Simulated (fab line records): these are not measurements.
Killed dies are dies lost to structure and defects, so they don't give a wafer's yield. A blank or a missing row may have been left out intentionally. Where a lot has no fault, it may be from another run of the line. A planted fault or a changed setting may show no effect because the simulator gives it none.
Which tool did it? -- flow gf180mcu -- 13 lots with 39 wafers sampled at 2 steps, on a route of 602 steps

## WHAT EACH GAUGE READ, for each wafer
GF_CONTACT_CD_MEAS_14: target cd 220 nm.
lot,measured,on,cdNm (nm)
L834,day 16 02:12,cdSem-01,221.0 221.5 221.1
L835,day 16 12:28,cdSem-02,221.4 220.2 220.2
L836,day 16 21:33,cdSem-01,218.5 218.8 218.0
L837,day 17 07:41,cdSem-01,220.5 221.0 221.2
L842,day 19 00:11,cdSem-02,224.7 225.8 225.0
L850,day 22 01:20,cdSem-01,219.5 220.0 219.6
L852,day 22 14:59,cdSem-01,217.8 217.4 219.2
L853,day 23 05:49,cdSem-02,221.6 219.9 222.6
L854,day 23 09:41,cdSem-01,220.8 220.7 220.1
L855,day 23 11:33,cdSem-02,220.3 219.2 220.5
L856,day 23 20:20,cdSem-01,220.9 220.1 221.2
L857,day 24 11:25,cdSem-01,220.8 221.3 221.2
L851,day 25 05:29,cdSem-01,219.8 219.8 219.4

## EACH LOT AND THE TOOL THAT RAN IT (in order: tool; ch and the chambers of the sampled wafers; start)
lot,GF_CONTACT_COAT_09
L834,"lithoTrack-04 ch 0, day 15 15:00"
L835,"lithoTrack-04 ch 0, day 16 00:00"
L836,"lithoTrack-01 ch 0, day 16 10:00"
L837,"lithoTrack-04 ch 0, day 16 20:00"
L842,"lithoTrack-01 ch 0, day 18 12:00"
L850,"lithoTrack-03 ch 0, day 21 12:00"
L852,"lithoTrack-03 ch 0, day 22 03:00"
L853,"lithoTrack-03 ch 0, day 22 17:00"
L854,"lithoTrack-03 ch 0, day 22 22:00"
L855,"lithoTrack-04 ch 0, day 23 00:00"
L856,"lithoTrack-01 ch 0, day 23 08:00"
L857,"lithoTrack-04 ch 0, day 24 00:00"
L851,"lithoTrack-04 ch 0, day 24 18:00"
- GF_CONTACT_COAT_09: resist thk 1000 nm.

## WHAT THE TOOLS THEMSELVES READ (means of the sampled wafers that have a number; where no wafer has one, the mark that the record gives instead)
The record holds no such reading with a usual standard deviation.

## THE ANSWER, worked out from the rows above alone
Rule: usual is defined by the lots themselves. The widest of any qualifying gaps counts: lots, ordered by their means at a reading, are off when they make up no more than a third of the lots, leave a main group of 4 or more, and stand apart from it by 3 or more times the standard deviation of that group's means. If all means in a main group match to the digits the tables above print for the reading, that group is not used. Also off: a lot with no number at a reading for which 4 or more lots have one. Any other lot the step has rows for is counted as sound. First the gauges in route order, then the tools' own readings, where a lot's mean is used as printed above. At the first step where some lot is off, the reading lying furthest off is the one used; lots without a number count as furthest.
Off, at GF_CONTACT_CD_MEAS_14 on cdNm: L842. The main group: mean 220.2 nm, standard deviation 1.
If a tool, at a process step before that reading, ran all the lots that are off and no sound lot after the first of them, it fits. Gauges at GF_CONTACT_CD_MEAS_14: tried the same way as those tools. None of those tried fits.

## WHAT THE SIMULATOR HAD INSERTED
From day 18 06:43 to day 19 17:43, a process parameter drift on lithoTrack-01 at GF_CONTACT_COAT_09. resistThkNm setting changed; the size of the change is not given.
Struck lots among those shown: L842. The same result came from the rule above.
